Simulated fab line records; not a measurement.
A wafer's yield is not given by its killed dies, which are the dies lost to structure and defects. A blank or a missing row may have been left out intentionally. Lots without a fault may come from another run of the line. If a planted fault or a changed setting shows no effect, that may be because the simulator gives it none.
Which tool did it? ; flow sky130 ; 13 lots, 37 wafers sampled, at 5 steps of a route of 708

WHAT EACH GAUGE READ, for each wafer
SKY_NWELL_RS_MEAS_31: measurement is done with a four-point probe. Usual: PWDE_RS typically reads 5270 ohm/sq, with standard deviation 21.
lot;measured;on;PWDE_RS (ohm/sq);flag
L952;day 5 12:32;film metro-01;5226 5234 5217;
L953;day 5 18:49;film metro-01;5251 5246 5233;
L954;day 5 23:13;film metro-04;5289 5273 5277;
L955;day 6 07:34;film metro-04;5263 5253 5274;
L956;day 6 11:50;film metro-01;5285 5291 5299;
L957;day 6 20:28;film metro-01;5280 5278 5289;
L958;day 7 03:13;film metro-01;5257 5277 5276;
L960;day 7 12:38;film metro-04;5242 5254 5249;
L961;day 7 20:16;film metro-04;5282 5296 5284;
L963;day 8 07:58;film metro-01;5258 5258 5256;
L966;day 9 00:08;film metro-04;5303 5293 5297;
L968;day 9 14:31;film metro-03;5299 5313;
L970;day 10 04:17;film metro-04;5267 5257;

SKY_VT_ADJUST_NCORE_CD_MEAS_07: target cd 380 nm. Usual: cd nm reads 380.5 nm (standard deviation 2.6).
lot;measured;on;cd nm (nm);flag
L952;day 8 16:32;cd sem-02;379.1 379.6 379.3;
L953;day 9 01:05;cd sem-01;375.1 375.3 376.6;
L954;day 9 06:41;cd sem-02;377.1 379.0 376.5;
L955;day 9 15:43;cd sem-02;380.1 381.3 380.0;
L956;day 9 22:15;cd sem-02;383.0 382.3 383.5;
L957;day 10 08:47;cd sem-02;382.7 383.4 381.7;
L958;day 10 16:11;cd sem-02;381.5 382.0 382.1;
L960;day 11 05:00;cd sem-01;378.0 379.7 378.1;
L961;day 11 12:01;cd sem-01;385.8 385.0 383.4;
L963;day 12 02:58;cd sem-02;380.7 377.9 377.9;
L966;day 12 21:28;cd sem-02;382.7 383.2 381.1;
L968;day 13 13:52;cd sem-02;382.6 381.2;
L970;day 14 05:51;cd sem-01;381.0 381.1;

TOOL THAT RAN EACH LOT (tool first, then ch and the chambers of the sampled wafers, then the start)
lot;SKY_NWELL_STRIP_25;SKY_VT_ADJUST_LVTN_COAT_02;SKY_VT_ADJUST_LVTN_STRIP_09
L952;plasma asher-01 ch 0,1, day 5 11:58;litho track-02 ch 0, day 6 14:46;plasma asher-01 ch 1, day 7 01:11
L953;plasma asher-01 ch 0,1, day 5 18:16;litho track-01 ch 0, day 6 21:53;plasma asher-01 ch 0,1, day 7 07:32
L954;plasma asher-04 ch 0,1, day 5 22:40;litho track-02 ch 0, day 7 03:40;plasma asher-01 ch 0,1, day 7 13:24
L955;plasma asher-04 ch 0,1, day 6 06:59;litho track-04 ch 0, day 7 11:38;plasma asher-01 ch 0,1, day 7 22:07
L956;plasma asher-04 ch 0, day 6 11:17;litho track-01 ch 0, day 7 15:56;plasma asher-04 ch 0,1, day 8 02:42
L957;plasma asher-02 ch 0,1, day 6 19:53;litho track-02 ch 0, day 8 02:11;plasma asher-01 ch 0,1, day 8 13:02
L958;plasma asher-02 ch 0,1, day 7 02:40;litho track-04 ch 0, day 8 08:28;plasma asher-01 ch 0,1, day 8 19:35
L960;plasma asher-02 ch 0,1, day 7 12:04;litho track-02 ch 0, day 8 20:01;plasma asher-03 ch 0,1, day 9 06:51
L961;plasma asher-02 ch 0,1, day 7 19:43;litho track-01 ch 0, day 9 02:26;plasma asher-01 ch 0,1, day 9 13:39
L963;plasma asher-01 ch 0,1, day 8 07:23;litho track-02 ch 0, day 9 16:35;plasma asher-03 ch 0, day 10 04:06
L966;plasma asher-02 ch 0,1, day 8 23:34;litho track-02 ch 0, day 10 09:13;plasma asher-03 ch 0,1, day 10 21:31
L968;plasma asher-02 ch 0,1, day 9 13:58;litho track-02 ch 0, day 11 00:43;plasma asher-03 ch 0, day 11 12:34
L970;plasma asher-01 ch 1, day 10 03:41;litho track-02 ch 0, day 11 14:58;plasma asher-04 ch 0,1, day 12 03:21
- SKY_NWELL_STRIP_25: strips in O2/N2.
- SKY_VT_ADJUST_LVTN_COAT_02: resist thk 3000 nm.
- SKY_VT_ADJUST_LVTN_STRIP_09: strips in O2/N2.

WHAT THE TOOLS THEMSELVES READ (means of the sampled wafers that have a number; where no wafer has one, the mark that the record gives instead)
SKY_NWELL_STRIP_25. Usual: drypump motor current A 5.5 A, standard deviation 0.52; oes product au 0.723 a.u., standard deviation 0.0049; strip time to endpoint s 36.91 s, standard deviation 0.11.
lot;tool;drypump motor current A (A);oes product au (a.u.);strip time to endpoint s (s);flag
L952;plasma asher-01;5.5;0.718;36.88;
L953;plasma asher-01;5.5;0.723;36.97;
L954;plasma asher-04;5.2;0.726;37.04;
L955;plasma asher-04;5.2;0.717;36.77;
L956;plasma asher-04;5.6;0.721;37.13;
L957;plasma asher-02;5.6;0.723;36.81;
L958;plasma asher-02;5.2;0.722;37.05;
L960;plasma asher-02;5.2;0.723;37.00;
L961;plasma asher-02;5.7;0.722;36.82;
L963;plasma asher-01;5.5;0.719;36.84;
L966;plasma asher-02;5.2;0.721;36.97;
L968;plasma asher-02;5.4;0.724;36.93;
L970;plasma asher-01;6.0;0.718;36.89;

SKY_VT_ADJUST_LVTN_STRIP_09. Usual: drypump motor current A 5.6 A, standard deviation 0.42; oes product au 0.722 a.u., standard deviation 0.0051; strip time to endpoint s 36.92 s, standard deviation 0.11.
lot;tool;drypump motor current A (A);oes product au (a.u.);strip time to endpoint s (s);flag
L952;plasma asher-01;6.1;0.723;36.99;
L953;plasma asher-01;5.5;0.716;36.86;
L954;plasma asher-01;5.5;0.721;36.78;
L955;plasma asher-01;5.7;0.724;36.96;
L956;plasma asher-04;5.4;0.722;36.93;
L957;plasma asher-01;5.5;0.720;36.84;
L958;plasma asher-01;5.5;0.718;36.75;
L960;plasma asher-03;5.9;0.721;36.93;
L961;plasma asher-01;5.7;0.725;36.92;
L963;plasma asher-03;6.1;0.719;36.72;
L966;plasma asher-03;5.9;0.717;35.03;OFF
L968;plasma asher-03;6.1;0.716;34.15;OFF
L970;plasma asher-04;5.3;0.723;34.14;OFF

THE ANSWER, worked out from the rows above alone
Rule: lot off if the mean of its wafers having a number is beyond 3 standard deviations from the usual mean. Also off: a lot with no number at a reading for which 4 or more lots have one. Where the step has rows for the other lots, those lots are counted as sound. After the gauges, taken in route order, come the tools' own readings; for these a lot's mean is taken, as printed above. At the first step where some lot is off, the reading lying furthest off is the one used; lots without a number count as furthest.
Off: L966, L968, L970, at SKY_VT_ADJUST_LVTN_STRIP_09 (strip time to endpoint s).
A tool fits if, at that step or a process step before it, it ran every lot that is off, and no sound lot after the first of them. One candidate fits, namely litho track-02 at SKY_VT_ADJUST_LVTN_COAT_02. A fault onset in the window from L963 (day 9 16:35, its last sound lot) to L966 (day 10 09:13, its first lot off) fits.

WHAT THE SIMULATOR PUT IN
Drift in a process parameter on litho track-02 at SKY_VT_ADJUST_LVTN_COAT_02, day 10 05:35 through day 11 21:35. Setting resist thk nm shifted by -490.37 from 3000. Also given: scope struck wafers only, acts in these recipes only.
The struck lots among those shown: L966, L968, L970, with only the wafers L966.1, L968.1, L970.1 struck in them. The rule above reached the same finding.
